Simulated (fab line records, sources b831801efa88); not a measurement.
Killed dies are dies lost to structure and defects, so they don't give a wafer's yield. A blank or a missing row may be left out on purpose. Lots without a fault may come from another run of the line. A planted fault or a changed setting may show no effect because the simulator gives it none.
Problem report in the 8D (eight disciplines) form, filled by code | flow gf180mcu | the parts of the form that need people (team, actions taken, sign-off) are left out

1. THE PROBLEM
cd_nm at GF_M4_CD_MEAS_14 reads a mean of 289.9 nm on 6 wafers of 2 lots; wafers without a fault read 279.9 nm with a standard deviation of 1. That is +10 standard deviations from the usual mean.
The step: target cd 280 nm.
First seen on wafer L136.2, day 28 23:50, on cd_sem-02. The record holds 39 wafers of 13 lots with a number at this step. Rule for "out", or "out of limits": more than 4 standard deviations from the usual mean. The other wafers with a number count as sound.

2. WHAT IT IS AND WHAT IT IS NOT
question                    | is                     | is not
which readings at this step | cd_nm                  | -
which lots                  | L136, L138             | L119, L120, L121, L122, L123, L124, L125, L126, L128, L135, L139
which wafers of those lots  | all that have a number | -
read on which gauges        | cd_sem-01, cd_sem-02   | -
when                        | from day 28 23:50      | up to then (30 sound wafers); but 3 sound wafers of L139 came after

3. SUSPECTS, AND WHAT RULES EACH OUT
Counting: a tool at a process step up to the reading stays a suspect if it ran every lot that is out and no sound lot after the first of them.
- the gauge at GF_M4_CD_MEAS_14: ruled out. The wafers that are out were read on 2 gauges (cd_sem-01, cd_sem-02).
- litho_track-03 at GF_M4_SOFTBAKE_10 (time 60 s): kept. It ran every lot that is out, first L136 (day 28 14:23), and no sound lot after that; its last sound lot up to then is L135 (day 28 07:02). Its own readings are out on those wafers: heater_power_total_W, plate_temp_C.
Left after counting: litho_track-03 at GF_M4_SOFTBAKE_10.

4. THE CAUSE (what the simulator had put in)
Process parameter drift: litho_track-03, from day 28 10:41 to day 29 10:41, at GF_M4_SOFTBAKE_10. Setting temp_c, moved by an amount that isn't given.
Counting left only this tool.

5. THE CHAIN OF EFFECTS, in route order
Each row: a reading whose mean over the struck wafers that have a number lies more than 3 standard deviations from the usual. Only readings for which the record gives a usual standard deviation are gone through. hours: the time from each lot's start at the first step in this table that gives one to its start at this step, as a median over the lots. sigmas: the change in usual standard deviations.
hours | step              | reading              | usual    | on struck wafers | change | sigmas
0     | GF_M4_SOFTBAKE_10 | heater_power_total_W | 93.05 W  | 89.00            | -4.05  | -66
0     | GF_M4_SOFTBAKE_10 | plate_temp_C         | 129.99 C | 125.69           | -4.30  | -31
9     | GF_M4_CD_MEAS_14  | cd_nm                | 279.9 nm | 289.9            | +10.0  | +10
The process steps in it:
- GF_M4_SOFTBAKE_10: time 60 s.
Later measuring or inspecting steps at which every struck wafer that the step has a row for has a number for every such reading, and none has moved that far: GF_V4_THK_MEAS_03.

6. WHAT WOULD HAVE CAUGHT IT SOONER
In this record the first reading out of limits at a measuring or inspecting step was taken at day 28 23:50, 13 hours after the fault began at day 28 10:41.
The tool's own readings at GF_M4_SOFTBAKE_10 were out on every struck wafer that the step has a row for (heater_power_total_W, plate_temp_C): an alarm limit on them would have fired on the first of those.
Of the lots that are out (2), L138 began GF_M4_SOFTBAKE_10 on litho_track-03 after day 28 23:50. A hold on the tool at that time would have spared it.
